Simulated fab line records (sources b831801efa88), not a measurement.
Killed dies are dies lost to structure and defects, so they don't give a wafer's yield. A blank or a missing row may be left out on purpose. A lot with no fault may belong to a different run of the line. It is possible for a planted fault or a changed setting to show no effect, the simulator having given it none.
One fault seen from 2 desks :: flow gf180mcu :: what lay behind the numbers comes last; until then each desk has only its own

AT THE TOOL OWNER'S DESK: litho_track-04
The tool's own readings at GF_PSD_COAT_02 (resist thk 1000 nm): means of the sampled wafers that have a number, for each lot that ran on this tool. A lot is out of limits, marked OUT, if its mean lies more than 4 standard deviations from the usual mean; the brackets give that distance.
Columns: A = chill_plate_temp_C at GF_PSD_COAT_02, usual 22.99 C; B = spin_speed_rpm at GF_PSD_COAT_02, usual 3000.2 rpm
lot: L673
first seen here: day 14 17:35
A: 22.95
B: 3000.0

lot: L676
first seen here: day 15 18:20
A: 22.99
B: 3000.7

lot: L677
first seen here: day 16 02:41
A: 23.15
B: 3000.9

lot: L684
first seen here: day 18 15:56
A: 23.02
B: 3278.2 (+99 or more) OUT

lot: L685
first seen here: day 18 20:51
A: 22.91
B: 3277.1 (+99 or more) OUT
This desk's finding: out of limits on L684, L685; first on L684, day 18 15:56 (spin_speed_rpm at GF_PSD_COAT_02). Within limits: L673, L676, L677.

AT THE METROLOGY DESK
What the gauges read for every lot (on any tool): the sampled wafers with a number, averaged. A lot is out of limits, marked OUT, if its mean lies more than 4 standard deviations from the usual mean; the brackets give that distance.
Columns: A = cd_nm at GF_V1_CD_MEAS_14, usual 259.7 nm; B = M2_ALCU_THK at GF_M2_THK_MEAS_06, usual 447 nm
lot: L670
first seen here: day 18 00:18
A: 258.2
B: 451

lot: L672
first seen here: day 18 14:57
A: 259.5
B: 443

lot: L673
first seen here: day 19 05:43
A: 260.1
B: 447

lot: L674
first seen here: day 19 12:57
A: 260.6
B: 454

lot: L675
first seen here: day 19 19:20
A: 260.4
B: 450

lot: L676
first seen here: day 20 09:22
A: 260.1
B: 439

lot: L677
first seen here: day 20 17:55
A: 260.4
B: 447

lot: L679
first seen here: day 21 12:27
A: 259.8
B: 444

lot: L684
first seen here: day 23 07:37
A: 261.0
B: 443

lot: L685
first seen here: day 23 14:33
A: 259.2
B: 444

lot: L687
first seen here: day 24 06:51
A: 260.7
B: 463

lot: L691
first seen here: day 25 16:15
A: 261.0
B: 451

lot: L692
first seen here: day 25 20:45
A: 258.9
B: 451
This desk found nothing out of limits on any of the 13 lots.

BROUGHT TOGETHER
The tool owner's desk had the chance to raise an alarm at day 18 15:56 on L684, L685.
Metrology desk: nothing out of limits seen.
The metrology desk holds a record of L684, L685, inside its limits.
On litho_track-04, each named lot ran GF_PSD_COAT_02.

WHAT WAS PUT IN BY THE SIMULATOR
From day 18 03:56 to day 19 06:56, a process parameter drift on litho_track-04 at GF_PSD_COAT_02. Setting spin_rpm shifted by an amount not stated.
Shown lots that were struck: L684, L685.
How many hours passed from the start of the fault until each desk's first out-of-limits reading: the tool owner's desk, 12.
